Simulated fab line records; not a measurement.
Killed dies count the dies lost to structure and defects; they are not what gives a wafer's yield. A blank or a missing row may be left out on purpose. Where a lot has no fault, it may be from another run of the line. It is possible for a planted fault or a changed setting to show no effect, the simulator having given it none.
fab line records | flow sky130
record: lots: 6 wafers: 18 last_day: 49
route steps=708 shown LDD_LDN@302 SPACER@304 POLY_CUT@307 PAD_OPEN@708
lots that met no fault: taken from a fault-free run of the same line
start_h: hours from the record's first day to the start of the lot's first wafer shown | wait_h: hours elapsed since this lot's preceding step | " the same as in the row above | L1.1+2: a row that stands for several wafers | - no value present, or no start provided | * or withheld: withheld | < > ~ a bound
route shown NAME@n: a module of which the file shows steps, and the number in the route of the first | usual: mean and standard deviation over wafers with no fault | same: alike in all rows | chamber/n: place in a boat | sites: the reading at each site | _std_site: how widely they spread, as a standard deviation | _edge_site: mean of outer sites minus mean of inner sites | radius_mm: for every site, how far away it sits from the centre of the wafer | mask NAME#n: copy n | behind: tool/chamber where the wafer was last shaped | hold: why the lot went on hold/how many hours it stayed there/how the hold came to an end | device: whichever transistor did not switch (one of n, p or np) | end of line: the route-end tests of the same wafers | a step given without rows: its recipe and nothing more | killed: at the first sort, the dies lost to defects and structure; wafer yield is something else | map: shows each die of a wafer: x if killed, . if not, _ if none is there
set.NAME: the setting the step ran with; set.NAME@STEP: the setting that earlier step ran with | model.NAME: the simulator's own value behind a step, which no gauge read
lots at some steps of the route; a table a step, a row a wafer
services: when a tool's chamber went out of use (start_h, in hours from the record's first day, below 0 if earlier), for how many hours, and the reason
== steps ==
step: SKY_LDD_LDN_TW_MEAS_13
usual: LDD_LDN_TW: 1484/18
columns lot.wafer tool chamber start_h wait_h LDD_LDN_TW
L765.1 film_metro-03 - 535.26 0.1 1482
L765.3 " - " " 1481
L765.5 " - " " 1479
L775.1 film_metro-03 - 623.92 0.1 1492
L775.5 " - " " 1497
L775.6 " - " " 1496
L779.2 film_metro-03 - 655.38 0.1 1486
L779.3 " - " " 1482
L779.6 " - " " 1493
L780.1 film_metro-01 - 668.26 0.1 1455
L780.5 " - " " 1458
L780.6 " - " " 1458
L781.3 film_metro-03 - 670.84 0.1 1486
L781.4 " - " " 1492
L781.5 " - " " 1486
L782.2 film_metro-03 - 677.82 0.1 1481
L782.4 " - " " 1483
L782.5 " - " " 1496
step: SKY_LDD_LDN_CLEAN_14
recipe: chemistry: SC1/SC2 mix: 1:4:20 temp_c: 70 time_s: 150 dry: n2_spin
step: SKY_SPACER_CVD_00
recipe: material: Si3N4 precursor: DCS/NH3 target_thk_nm: 43.1 temp_c: 770 time_s: 740 pressure_mtorr: 250
step: SKY_SPACER_THK_MEAS_01
recipe: reads: Si3N4_of_SPACER_CVD_00
usual: SPACER_CVD_00_THK: 43.1/0.4
columns lot.wafer tool chamber start_h wait_h SPACER_CVD_00_THK[nm]
L765.1 film_metro-01 - 537.82 0.0 43.9
L765.3 " - " " 43.6
L765.5 " - " " 43.5
L775.1 film_metro-04 - 625.24 0.0 43.3
L775.5 " - " " 43.3
L775.6 " - " " 43.1
L779.2 film_metro-04 - 657.06 0.0 42.9
L779.3 " - " " 43.1
L779.6 " - " " 43.0
L780.1 film_metro-04 - 669.58 0.0 43.0
L780.5 " - " " 43.0
L780.6 " - " " 43.0
L781.3 film_metro-04 - 672.72 0.0 43.9
L781.4 " - " " 43.6
L781.5 " - " " 43.7
L782.2 film_metro-01 - 679.14 0.0 43.6
L782.4 " - " " 43.5
L782.5 " - " " 43.4
step: SKY_SPACER_ETCHBACK_02
recipe: chemistry: CH3F/O2 target: Si3N4 stop_on: SiO2 source_w: 400 bias_w: 80 pressure_mtorr: 25 ch3f_flow_sccm: 40 O2_flow_sccm: 30 time_s: 46.7 target_depth_a: 450
usual: O2_flow_sccm: 30.01/0.091 drypump_motor_current_A: 5.8/0.46 oes_product_au: 0.854/0.0062 rf_fwd_power_W: 395.8/2 throttle_valve_pct: 10.562/0.0087
columns lot.wafer tool chamber start_h wait_h O2_flow_sccm drypump_motor_current_A oes_product_au rf_fwd_power_W rf_hours_counter_h throttle_valve_pct
L765.1 rie_diel-02 3 537.88 0.1 29.97 5.8 0.861 398.6 2 10.566
L765.3 " 2 " " 29.97 6.1 0.860 394.6 6 10.560
L765.5 " 1 " " 30.21 6.4 0.867 398.7 - 10.570
L775.1 rie_diel-04 1 625.30 0.1 30.06 6.1 0.857 396.2 10 10.574
L775.5 " 3 " " 29.91 5.6 0.856 394.9 - 10.564
L775.6 " 0 " " 30.27 6.0 0.855 396.6 - 10.556
L779.2 rie_diel-03 2 657.11 0.0 29.96 4.9 0.852 391.5 6 10.564
L779.3 " 3 " " 29.96 5.9 0.851 395.6 10 10.570
L779.6 " 2 " " 30.00 4.9 0.853 391.7 - 10.564
L780.1 rie_diel-02 2 669.64 0.1 29.88 6.1 0.854 393.1 8 10.569
L780.5 " 2 " " 29.98 6.1 0.841 392.6 - 10.573
L780.6 " 1 " " 30.12 6.4 0.862 397.0 - 10.562
L781.3 rie_diel-03 3 672.76 0.0 30.07 5.9 0.860 397.6 10 10.557
L781.4 " 0 " " 30.09 5.1 0.864 396.0 - 10.566
L781.5 " 3 " " 30.03 5.9 0.867 396.6 - 10.571
L782.2 rie_diel-03 3 679.19 0.0 30.12 5.9 0.853 396.9 10 10.564
L782.4 " 0 " " 30.10 5.1 0.852 394.6 - 10.568
L782.5 " 3 " " 30.04 5.9 0.858 398.1 - 10.575
step: SKY_POLY_CUT_DEHYDRATE_00
recipe: temp_c: 200 time_s: 60
step: SKY_POLY_CUT_HMDS_01
recipe: prime_time_s: 60 prime_temp_c: 120
step: SKY_POLY_CUT_COAT_02
recipe: resist: BARC temp_c: withheld time_s: withheld spin_rpm: 3000 resist_thk_nm: 60
step: SKY_POLY_CUT_COAT_03
recipe: resist: KrF-thick spin_rpm: 3000 resist_thk_nm: 450
step: SKY_POLY_CUT_SOFTBAKE_04
recipe: temp_c: 100 time_s: 90 resist: KrF-thick
step: SKY_POLY_CUT_EXPOSE_05
recipe: mask_id: NPCM na: 0.8 source_shape: annular sigma_inner: 0.55 sigma_outer: 0.85 target_cd_nm: 270 dose_mj: 32
step: SKY_POLY_CUT_PEB_06
recipe: peb_temp_c: withheld peb_time_s: withheld resist: KrF-thick
step: SKY_POLY_CUT_DEVELOP_07
recipe: develop_time_s: 60 resist: KrF-thick dev_temp_c: 21
usual: developer_temp_C: 21.00/0.097
same: develop_time_s: 60
columns lot.wafer tool chamber start_h wait_h developer_temp_C
L765.1 litho_track-02 0 567 - 20.83
L765.3 " 0 " " 21.05
L765.5 " 0 " " 20.91
L775.1 litho_track-01 0 653 - 21.02
L775.5 " 0 " " 20.99
L775.6 " 0 " " 21.06
L779.2 litho_track-02 0 684 - 20.20
L779.3 " 0 " " 20.08
L779.6 " 0 " " 20.31
L780.1 litho_track-03 0 697 - 20.89
L780.5 " 0 " " 20.91
L780.6 " 0 " " 20.94
L781.3 litho_track-02 0 701 - 20.12
L781.4 " 0 " " 20.23
L781.5 " 0 " " 20.09
L782.2 litho_track-03 0 707 - 21.05
L782.4 " 0 " " 21.13
L782.5 " 0 " " 20.99
step: SKY_POLY_CUT_CD_MEAS_08
recipe: target_cd_nm: 270
usual: cd_nm: 270.0/1.2
columns lot.wafer tool chamber start_h wait_h cd_nm
L765.1 cd_sem-01 - 567.98 - 268.6
L765.3 " - " " 268.8
L765.5 " - " " 270.4
L775.1 cd_sem-01 - 653.79 - 270.3
L775.5 " - " " 271.2
L775.6 " - " " 269.7
L779.2 cd_sem-02 - 684.80 - 269.2
L779.3 " - " " 268.3
L779.6 " - " " 268.7
L780.1 cd_sem-01 - 697.47 - 268.6
L780.5 " - " " 268.0
L780.6 " - " " 268.4
L781.3 cd_sem-02 - 701.62 - 270.0
L781.4 " - " " 270.9
L781.5 " - " " 270.3
L782.2 cd_sem-01 - 707.69 - 270.7
L782.4 " - " " 269.9
L782.5 " - " " 270.9
step: SKY_PAD_OPEN_PROBE_99
usual: killed_at_M0_to_M3: 44/7.2 killed_at_M4_up: 3.5/1.8 killed_at_contacts: 25/5.1 killed_at_front_end: 14/4.4 killed_at_other: 0.4/0.58 killed_dies: 87/9.1 killed_open: 48/6.9 killed_short: 38/6.3
same: gross_dies: 492 killed_at_back_side: 0
columns lot.wafer tool chamber start_h wait_h killed_at_M0_to_M3 killed_at_M4_up killed_at_contacts killed_at_front_end killed_at_other killed_dies killed_open killed_short
L765.1 prober-01 - 1085.00 0.1 39 4 23 13 1 80 47 33
L765.3 prober-01 - 1085.10 0.2 42 4 31 9 0 86 50 36
L765.5 prober-01 - 1085.20 0.2 41 7 24 14 0 86 46 40
killed by level:class
L765.1 CONTACT:geometric_particle:open=14 VIA1:geometric_particle:open=8 VIA3:geometric_particle:open=7 FIELD_ISO:geometric_particle:open=5 METAL2:geometric_particle:short=5 METAL1:geometric_particle:short=5 VIA1:geometric_particle:short=5 FIELD_ISO:geometric_particle:short=4
L765.3 LI_CONTACT:geometric_particle:open=14 VIA1:geometric_particle:open=13 METAL2:geometric_particle:short=10 CONTACT:geometric_particle:open=8 METAL3:geometric_particle:short=8 FIELD_ISO:geometric_particle:short=5 CONTACT:geometric_particle:short=5 VIA3:geometric_particle:open=4
L765.5 METAL1:geometric_particle:short=9 CONTACT:geometric_particle:open=9 VIA1:geometric_particle:open=9 LI_CONTACT:geometric_particle:open=8 CONTACT:geometric_particle:short=5 VIA3:geometric_particle:open=5 VIA1:geometric_particle:short=4 METAL2:geometric_particle:short=4
== services ==
columns tool chamber start_h hours kind
rie_diel-04 0 528.14 1.3 repair
rie_diel-03 0 531.48 87.7 repair
rie_diel-04 2 541.44 - clean
rie_diel-04 2 541.44 16.5 scheduled_down
rie_diel-04 2 541.44 16.5 vent_cycle
rie_diel-04 3 562.76 4.3 repair
rie_diel-03 1 586.44 110.9 repair
rie_diel-02 1 594.00 4.7 repair
rie_diel-04 0 598.62 5.3 repair
rie_diel-04 - 606.03 0.2 repair
rie_diel-04 2 619.91 6.7 repair
rie_diel-03 3 628.61 19.5 repair
rie_diel-03 - 630.18 0.7 repair
rie_diel-04 3 650.38 5.3 repair
rie_diel-02 0 671.90 9.3 repair
rie_diel-02 - 695.47 0.6 repair
rie_diel-03 0 697.37 - clean
rie_diel-03 0 697.37 35.7 scheduled_down
rie_diel-03 0 697.37 35.7 vent_cycle
rie_diel-02 1 698.14 7.8 repair
rie_diel-02 3 703.94 2.4 repair
rie_diel-02 1 706.35 - clean
rie_diel-02 1 706.35 20.0 scheduled_down
rie_diel-02 1 706.35 20.0 vent_cycle
== key ==
first_sign: step: SKY_POLY_CUT_DEVELOP_07 reading: developer_temp_C direction: down sigmas: 8.5 usual: * struck: *
effect none on later readings
met_at SKY_POLY_CUT_DEVELOP_07
struck_wafers L779.2,L779.3,L779.6,L781.3,L781.4,L781.5
tester_left_out L779,L781
loop_trim: step: SKY_POLY_CUT_EXPOSE_05 setting: dose lots: L781
onset_between 567 684
fault: kind: process_parameter_drift tool: litho_track-02 chamber: - onset_h: 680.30 steps: SKY_POLY_CUT_DEVELOP_07 channel: dev_temp_c offset: * shape: step end_h: 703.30 acts_in: * stated: *
tester_left_out: of these lots the tester's yield and bins aren't shown, on N5 and GAA mostly nor the transistor test; their killed dies are dies lost to structure and defects alone, not to doping, threshold or leakage, so they don't give the yield
loop_trim: a control loop set the setting to another value than it would have without faults
